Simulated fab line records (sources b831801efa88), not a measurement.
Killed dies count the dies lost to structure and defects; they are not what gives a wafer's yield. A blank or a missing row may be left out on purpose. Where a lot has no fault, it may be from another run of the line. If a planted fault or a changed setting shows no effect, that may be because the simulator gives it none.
Which tool is to blame?	flow sky130	13 lots, 38 wafers sampled, at 5 steps of a route of 708

WHAT EACH GAUGE READ, for each wafer
SKY_GATE_OXIDE_OVL_MEAS_10.
lot	measured	on	GATE_OXIDE_OVL (nm)
L605	day 13 19:08	overlay-01	-1.6 -0.4 -0.8
L607	day 14 18:35	overlay-02	-2.5 -0.1 0.3
L608	day 15 02:41	overlay-01	0.4 0.5 1.7
L610	day 15 12:14	overlay-01	1.5 2.8 0.8
L611	day 15 19:17	overlay-01	-0.2 -0.1 1.3
L612	day 16 02:35	overlay-01	0.0 0.5 2.3
L613	day 16 12:47	overlay-02	2.8 0.9 0.4
L615	day 17 16:08	overlay-02	1.7 2.6 0.8
L616	day 18 00:23	overlay-02	1.2 -0.2 0.0
L617	day 18 00:41	overlay-01	1.9 1.6 0.9
L621	day 19 18:47	overlay-01	0.1 1.0 2.3
L626	day 21 01:39	overlay-01	0.7 1.8
L627	day 21 01:56	overlay-01	0.9 1.5 0.3

SKY_LDD_HVN_TW_MEAS_10.
lot	measured	on	LDD_HVN_TW
L605	day 20 05:55	filmMetro-01	1432 1431 1439
L607	day 21 10:47	filmMetro-01	1443 1453 1441
L608	day 21 21:55	filmMetro-02	1439 1436 1444
L610	day 22 06:51	filmMetro-02	1434 1433 1442
L611	day 22 14:16	filmMetro-01	1451 1458 1452
L612	day 22 23:10	filmMetro-01	1448 1443 1443
L613	day 23 14:28	filmMetro-01	1442 1447 1433
L615	day 24 14:23	filmMetro-04	1468 1478 1470
L616	day 24 21:01	filmMetro-01	1449 1446 1455
L617	day 24 20:25	filmMetro-02	1442 1436 1434
L621	day 26 09:40	filmMetro-01	1434 1445 1437
L626	day 27 15:08	filmMetro-04	1385 1461
L627	day 27 16:02	filmMetro-04	1456 1465 1460

SKY_LDD_HVP_OVL_MEAS_07.
lot	measured	on	LDD_HVP_OVL (nm)
L605	day 21 12:22	overlay-01	1.2 0.8 2.0
L607	day 22 17:07	overlay-01	-0.9 -0.4 -0.4
L608	day 23 04:37	overlay-01	-3.7 -1.9 -1.1
L610	day 23 12:56	overlay-02	-0.8 2.0 1.3
L611	day 23 20:52	overlay-01	0.3 0.6 1.0
L612	day 24 04:35	overlay-01	-0.2 -0.6 -0.7
L613	day 24 20:25	overlay-01	-3.4 -2.6 -2.7
L615	day 25 19:20	overlay-02	1.6 1.1 0.4
L616	day 26 01:50	overlay-02	-1.8 -1.3 -3.0
L617	day 26 01:43	overlay-02	1.1 0.8 2.8
L621	day 27 13:20	overlay-02	0.4 -1.3 1.5
L626	day 28 19:44	overlay-01	-1.5 -1.9
L627	day 28 20:19	overlay-01	1.5 0.0 2.2

SKY_LDD_LDN_OVL_MEAS_07.
lot	measured	on	LDD_LDN_OVL (nm)
L605	day 22 18:44	overlay-01	-1.4 0.6 0.0
L607	day 23 23:41	overlay-02	1.5 -0.1 0.9
L608	day 24 10:11	overlay-01	1.0 0.3 0.7
L610	day 24 18:29	overlay-02	1.6 -0.8 2.2
L611	day 25 02:37	overlay-02	1.0 -0.2 -1.2
L612	day 25 10:59	overlay-01	1.7 -0.6 1.4
L613	day 26 01:50	overlay-01	1.9 1.6 2.3
L615	day 26 23:56	overlay-01	1.9 2.4 1.5
L616	day 27 07:14	overlay-02	-2.2 -2.8 -2.2
L617	day 27 06:56	overlay-01	-0.3 -0.7 -0.5
L621	day 28 17:20	overlay-01	-1.1 0.5 -1.1
L626	day 29 23:20	overlay-02	0.7 0.7
L627	day 30 00:40	overlay-01	-0.1 -1.6 0.6

WHICH TOOL RAN EACH LOT (tool, then ch and the chambers of the sampled wafers, then the start)
lot	SKY_LDD_HVN_IMPLANT_08
L605	implanter-02 ch 0, day 20 05:40
L607	implanter-02 ch 0, day 21 10:33
L608	implanter-03 ch 0, day 21 21:40
L610	implanter-02 ch 0, day 22 06:39
L611	implanter-02 ch 0, day 22 14:01
L612	implanter-03 ch 0, day 22 22:55
L613	implanter-02 ch 0, day 23 14:13
L615	implanter-02 ch 0, day 24 14:10
L616	implanter-01 ch 0, day 24 20:46
L617	implanter-01 ch 0, day 24 20:10
L621	implanter-03 ch 0, day 26 09:25
L626	implanter-02 ch 0, day 27 14:55
L627	implanter-03 ch 0, day 27 15:48
- SKY_LDD_HVN_IMPLANT_08

AS READ BY THE TOOLS THEMSELVES (means over the sampled wafers that have a number; for cases with no such wafer, the mark the record gives instead)
SKY_LDD_HVN_IMPLANT_08.
lot	tool	beamOnS (s)
L605	implanter-02	10.24
L607	implanter-02	9.89
L608	implanter-03	9.83
L610	implanter-02	9.90
L611	implanter-02	10.02
L612	implanter-03	9.84
L613	implanter-02	9.76
L615	implanter-02	10.17
L616	implanter-01	9.97
L617	implanter-01	10.08
L621	implanter-03	9.97
L626	implanter-02	10.13
L627	implanter-03	10.16

THE ANSWER, worked out from the rows above alone
Rule: the lots themselves supply what counts as usual. The widest of any qualifying gaps counts: lots, ordered by their means at a reading, are off when they make up no more than a third of the lots, leave a main group of 4 or more, and stand apart from it by 3 or more times the standard deviation of that group's means. If all means in a main group match to the digits the tables above print for the reading, that group is not used. A lot without any number at a reading at which 4 lots or more have one is off too. Any other lot the step has rows for is counted as sound. After the gauges, taken in route order, come the tools' own readings; for these a lot's mean is taken, as printed above. At the first step where some lot is off, the reading lying furthest off is the one used; lots without a number count as furthest.
None of the lots is off at any reading shown; this tells nothing.

WHAT WAS PUT IN BY THE SIMULATOR
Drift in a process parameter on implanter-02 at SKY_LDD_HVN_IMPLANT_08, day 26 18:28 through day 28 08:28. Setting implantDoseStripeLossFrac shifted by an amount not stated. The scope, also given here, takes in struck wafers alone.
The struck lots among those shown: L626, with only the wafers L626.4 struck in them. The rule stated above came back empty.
